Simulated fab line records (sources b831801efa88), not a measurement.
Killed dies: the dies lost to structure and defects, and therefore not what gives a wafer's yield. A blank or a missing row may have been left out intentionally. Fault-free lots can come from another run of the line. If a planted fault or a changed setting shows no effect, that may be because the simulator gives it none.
What tool caused it? | flow sky130 | 10 lots with 30 wafers sampled at 5 steps, on a route of 708 steps

## WHAT THE GAUGES READ, wafer by wafer
SKY_VIA3_CD_MEAS_12 targets a cd of 200 nm. Usual: cdNm reads 200.0 nm (standard deviation 1.6).
lot  | measured     | on       | cdNm (nm)         | flag
L952 | day 39 19:44 | cdSem-02 | 201.2 200.6 201.1 | 
L956 | day 41 02:23 | cdSem-02 | 202.2 200.4 201.8 | 
L955 | day 41 02:40 | cdSem-01 | 199.0 199.9 199.9 | 
L957 | day 41 08:46 | cdSem-02 | 200.0 199.1 199.4 | 
L966 | day 44 02:32 | cdSem-02 | 197.4 198.7 197.2 | 
L968 | day 44 14:35 | cdSem-01 | 200.5 201.5 199.3 | 
L969 | day 44 15:14 | cdSem-02 | 200.9 201.2 201.0 | 
L971 | day 45 09:43 | cdSem-02 | 197.9 199.9 199.0 | 
L974 | day 46 20:53 | cdSem-01 | 201.8 199.6 201.8 | 
L973 | day 47 02:13 | cdSem-01 | 196.4 197.9 197.4 | 

SKY_CAP2M_THK_MEAS_01. Usual: CAP2M_CVD_00_THK typically reads 15.55 nm, with standard deviation 0.23.
lot  | measured     | on           | CAP2M_CVD_00_THK (nm) | flag
L952 | day 39 21:32 | filmMetro-04 | 15.82 16.24 16.02     | 
L956 | day 41 04:04 | filmMetro-01 | 15.42 15.31 15.44     | 
L966 | day 44 04:29 | filmMetro-01 | 15.70 15.57 15.59     | 
L968 | day 44 16:16 | filmMetro-04 | 15.19 15.22 15.78     | 
L969 | day 44 16:55 | filmMetro-04 | 15.64 15.76 15.26     | 
L971 | day 45 11:23 | filmMetro-02 | 15.34 15.70 15.73     | 
L974 | day 46 22:40 | filmMetro-04 | 15.33 15.47 15.48     | 
L973 | day 47 04:07 | filmMetro-04 | 15.70 15.56 15.80     | 

## WHAT TOOL EACH LOT RAN ON (gives the tool, then ch and the chambers of the sampled wafers, and finally the start)
lot  | SKY_VIA3_ETCH_14                  | SKY_VIA3_ETCH_15                  | SKY_VIA3_STRIP_16
L952 | rieDiel-03 ch 1,3, day 39 19:51   | rieDiel-03 ch 1,3, day 39 19:53   | plasmaAsher-04 ch 0,1, day 39 19:59
L956 | rieDiel-04 ch 1,2,3, day 41 02:31 | rieDiel-04 ch 1,2,3, day 41 02:34 | plasmaAsher-02 ch 0,1, day 41 02:37
L955 | rieDiel-03 ch 2,3, day 41 02:47   | rieDiel-03 ch 2,3, day 41 02:50   | plasmaAsher-02 ch 0,1, day 41 02:54
L957 | rieDiel-04 ch 0,2,3, day 41 08:55 | rieDiel-04 ch 0,2,3, day 41 08:58 | plasmaAsher-04 ch 0,1, day 41 09:02
L966 | rieDiel-02 ch 1,2,3, day 44 02:40 | rieDiel-02 ch 1,2,3, day 44 02:43 | plasmaAsher-04 ch 0,1, day 44 02:47
L968 | rieDiel-02 ch 0,1, day 44 14:42   | rieDiel-02 ch 0,1, day 44 14:44   | plasmaAsher-04 ch 0,1, day 44 14:50
L969 | rieDiel-03 ch 0,1, day 44 15:21   | rieDiel-03 ch 0,1, day 44 15:23   | plasmaAsher-02 ch 0,1, day 44 15:29
L971 | rieDiel-03 ch 0,1,2, day 45 09:49 | rieDiel-03 ch 0,1,2, day 45 09:52 | plasmaAsher-03 ch 0,1, day 45 09:58
L974 | rieDiel-03 ch 0,1,3, day 46 21:03 | rieDiel-03 ch 0,1,3, day 46 21:05 | plasmaAsher-02 ch 0,1, day 46 21:09
L973 | rieDiel-03 ch 0,1,2, day 47 02:21 | rieDiel-03 ch 0,1,2, day 47 02:23 | plasmaAsher-03 ch 0,1, day 47 02:27
- SKY_VIA3_ETCH_14: etches BARC in N2/H2, stops on SiO2, time 45.9 s, target depth 60 nm.
- SKY_VIA3_ETCH_15: etches SiO2 in C4F8/O2/Ar, stops on TiN, target depth 507 nm, time 78 s.
- SKY_VIA3_STRIP_16: strips in O2/N2.

## AS READ BY THE TOOLS THEMSELVES (means over the sampled wafers that have a number; for cases with no such wafer, the mark the record gives instead)
SKY_VIA3_ETCH_14. Usual: biasW 100.03 W, standard deviation 0.27; chamberPressureMTorr 30.006 mTorr, standard deviation 0.027; drypumpMotorCurrentA 5.9 A, standard deviation 0.32; n2FlowSccm 100.0 sccm, standard deviation 0.31; oesProductAu 0.854 a.u., standard deviation 0.0044; throttleValvePct 13.225 %, standard deviation 0.0094.
lot  | tool       | biasW (W) | chamberPressureMTorr (mTorr) | drypumpMotorCurrentA (A) | n2FlowSccm (sccm) | oesProductAu (a.u.) | throttleValvePct (%) | flag
L952 | rieDiel-03 | 100.13    | 29.999                       | 6.2                      | 99.9              | 0.857               | 13.224               | 
L956 | rieDiel-04 | 99.89     | 29.997                       | 6.1                      | 99.8              | 0.855               | 13.221               | 
L955 | rieDiel-03 | -         | -                            | -                        | -                 | -                   | -                    | OFF
L957 | rieDiel-04 | -         | -                            | -                        | -                 | -                   | -                    | OFF
L966 | rieDiel-02 | 99.89     | 30.023                       | 5.6                      | 100.0             | 0.855               | 13.229               | 
L968 | rieDiel-02 | 99.76     | 29.977                       | 5.9                      | 100.0             | 0.852               | 13.228               | 
L969 | rieDiel-03 | 99.96     | 30.006                       | 5.8                      | 100.0             | 0.858               | 13.214               | 
L971 | rieDiel-03 | 99.99     | 29.998                       | 6.0                      | 100.1             | 0.854               | 13.222               | 
L974 | rieDiel-03 | 100.01    | 30.011                       | 5.9                      | 100.0             | 0.852               | 13.227               | 
L973 | rieDiel-03 | 100.00    | 30.013                       | 6.0                      | 100.1             | 0.858               | 13.213               | 

SKY_VIA3_ETCH_15. Usual: biasW 1201 W, standard deviation 3.5; chamberPressureMTorr 40.00 mTorr, standard deviation 0.035; oesProductAu 0.947 a.u., standard deviation 0.0055.
lot  | tool       | biasW (W) | chamberPressureMTorr (mTorr) | oesProductAu (a.u.) | flag
L952 | rieDiel-03 | 1199      | 39.99                        | 0.944               | 
L956 | rieDiel-04 | 1200      | 39.96                        | 0.945               | 
L955 | rieDiel-03 | 1201      | 40.02                        | 0.374               | OFF
L957 | rieDiel-04 | 1201      | 40.00                        | 0.374               | OFF
L966 | rieDiel-02 | 1203      | 39.98                        | 0.946               | 
L968 | rieDiel-02 | 1200      | 40.01                        | 0.949               | 
L969 | rieDiel-03 | 1201      | 40.01                        | 0.951               | 
L971 | rieDiel-03 | 1203      | 39.98                        | 0.944               | 
L974 | rieDiel-03 | 1203      | 39.97                        | 0.949               | 
L973 | rieDiel-03 | 1199      | 40.02                        | 0.949               | 

SKY_VIA3_STRIP_16. Usual: drypumpMotorCurrentA 6.1 A, standard deviation 0.4; n2FlowSccm 300.0 sccm, standard deviation 0.93; oesProductAu 0.403 a.u., standard deviation 0.0047; stripTimeToEndpointS 4.133 s, standard deviation 0.029.
lot  | tool           | drypumpMotorCurrentA (A) | n2FlowSccm (sccm) | oesProductAu (a.u.) | stripTimeToEndpointS (s) | flag
L952 | plasmaAsher-04 | 6.2                      | 299.4             | 0.401               | 4.115                    | 
L956 | plasmaAsher-02 | 6.0                      | 299.6             | 0.399               | 4.130                    | 
L955 | plasmaAsher-02 | 6.0                      | 300.3             | 0.422               | 4.574                    | OFF
L957 | plasmaAsher-04 | 6.2                      | 300.8             | 0.422               | 4.583                    | OFF
L966 | plasmaAsher-04 | 6.0                      | 300.0             | 0.402               | 4.114                    | 
L968 | plasmaAsher-04 | 6.0                      | 300.0             | 0.404               | 4.158                    | 
L969 | plasmaAsher-02 | 6.2                      | 300.9             | 0.402               | 4.102                    | 
L971 | plasmaAsher-03 | 6.2                      | 300.3             | 0.398               | 4.116                    | 
L974 | plasmaAsher-02 | 6.2                      | 298.3             | 0.401               | 4.142                    | 
L973 | plasmaAsher-03 | 6.2                      | 299.8             | 0.405               | 4.123                    | 

## THE ANSWER, worked out from the rows above alone
Rule: take the mean of a lot's wafers that have a number; if it is more than 3 standard deviations from the usual mean, the lot is off. A lot without any number at a reading at which 4 lots or more have one is off too. Any other lot the step has rows for is counted as sound. The gauges are gone through in route order, then the tools' own readings, and for those a lot's mean is taken as printed above. At the first step where some lot is off, the reading lying furthest off is the one used; lots without a number count as furthest.
Off: L955, L957, at SKY_VIA3_ETCH_14 (biasW). Without a number there: L955, L957.
A tool fits if, at that step or a process step before it, it ran every lot that is off, and no sound lot after the first of them. None of those tried fits.

## WHAT HAD BEEN PUT IN BY THE SIMULATOR
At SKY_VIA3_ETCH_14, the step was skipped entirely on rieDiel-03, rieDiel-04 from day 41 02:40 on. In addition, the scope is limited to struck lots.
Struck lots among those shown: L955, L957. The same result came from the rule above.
